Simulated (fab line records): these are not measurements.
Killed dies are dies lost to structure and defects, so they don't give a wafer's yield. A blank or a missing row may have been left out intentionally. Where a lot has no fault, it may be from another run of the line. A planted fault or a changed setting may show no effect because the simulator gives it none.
A lot that was struck, set against a sound lot / flow sky130 / 15 out of 708 route steps
Sound: these wafers, L551.2, L551.3, L551.6. Wafers struck: L562.1, L562.2, L562.5. The cause comes at the end.
Each step with rows lists, per side, the tool, then ch with its chambers, then its first start. Under that, the readings that differ: sound wafers / struck wafers / difference of the means / sigmas: that difference in standard deviations of wafers without a fault.
alike: same words and numbers on both sides, and readings whose means sit less than 2 such deviations apart. not compared: any withheld reading, any reading some wafer has no value for, any bound like >300 that may hide the same value, and any number with overlapping values for which the record gives no deviation.
Wherever a step has rows on one side only, a row that says differs or no value, or a row with sigmas, the two part there. Numbers that don't overlap but have no deviation are shown without sigmas and don't part them. A reading missing from all wafers of one side parts the sides only when that side holds two or more wafers.

first, 4 steps without rows for these wafers: SKY_LDD_HVP_SOFTBAKE_03 (time 60 s); SKY_LDD_HVP_EXPOSE_04 (exposes mask HVPTM, target cd 700 nm); SKY_LDD_HVP_PEB_05; SKY_LDD_HVP_DEVELOP_06 (develop time 60 s).
SKY_LDD_HVP_OVL_MEAS_07:
  sound on overlay-02, day 21 10:10; struck on overlay-02, day 25 16:49
  alike: LDD_HVP_OVL
after that, 1 step had no rows for these wafers: SKY_LDD_HVP_IMPLANT_08.
SKY_LDD_HVP_STRIP_09: strips in O2/N2.
  sound on plasma_asher-02 ch 0,1, day 21 10:21; struck on plasma_asher-03 ch 0,1, day 25 17:00
reading=drypump_motor_current_A (A); sound=6.2 5.8 6.2; struck=5.7 4.7 4.7; difference=-1.0; sigmas=-2
  alike: oes_product_au, strip_time_to_endpoint_s
  not compared: rf_hours_counter_h
SKY_LDD_HVP_TW_MEAS_10:
  sound on film_metro-04, day 21 10:28; struck on film_metro-01, day 25 17:06
  alike: LDD_HVP_TW
then, 4 steps without rows for these wafers: SKY_LDD_LDN_DEHYDRATE_00 (time 60 s); SKY_LDD_LDN_HMDS_01 (prime time 60 s); SKY_LDD_LDN_COAT_02 (resist thk 1140 nm); SKY_LDD_LDN_SOFTBAKE_03 (time 60 s).
SKY_LDD_LDN_EXPOSE_04: exposes mask LDNTM, target cd 700 nm.
  sound on iline_stepper-01 ch 0, day 22 01:44; struck on iline_stepper-02 ch 0, day 26 07:52
reading=mask; sound=LDNTM#0 LDNTM#0 LDNTM#0; struck=LDNTM_R1#0 LDNTM_R1#0 LDNTM_R1#0; difference=differs; sigmas=
after that, 1 step had no rows for these wafers: SKY_LDD_LDN_PEB_05.
-- here the record skips 22 days between the struck wafers' starts before and after, leaving off in module LDD_LDN and picking up in module PAD_OPEN (first step shown: number 708 of the route) --
SKY_PAD_OPEN_PROBE_99:
  sound on prober-02, day 45 14:12; struck on prober-01, day 48 11:20
reading=hold; sound=- - -; struck=await_dispo/4.4h/release await_dispo/4.4h/release await_dispo/4.4h/release; difference=no value on the sound wafers; sigmas=
reading=killed_at_front_end; sound=13 16 15; struck=91 105 104; difference=+85; sigmas=+19
reading=killed_dies; sound=77 89 97; struck=173 177 201; difference=+96; sigmas=+10
  alike: killed_at_M0_to_M3, killed_at_M4_up, killed_at_contacts, killed_at_other, killed_open, killed_short

== WHERE THEY PART ==
Last at SKY_PAD_OPEN_PROBE_99 as far as this record goes, first at SKY_LDD_HVP_STRIP_09.

WHY: the cause the simulator had injected
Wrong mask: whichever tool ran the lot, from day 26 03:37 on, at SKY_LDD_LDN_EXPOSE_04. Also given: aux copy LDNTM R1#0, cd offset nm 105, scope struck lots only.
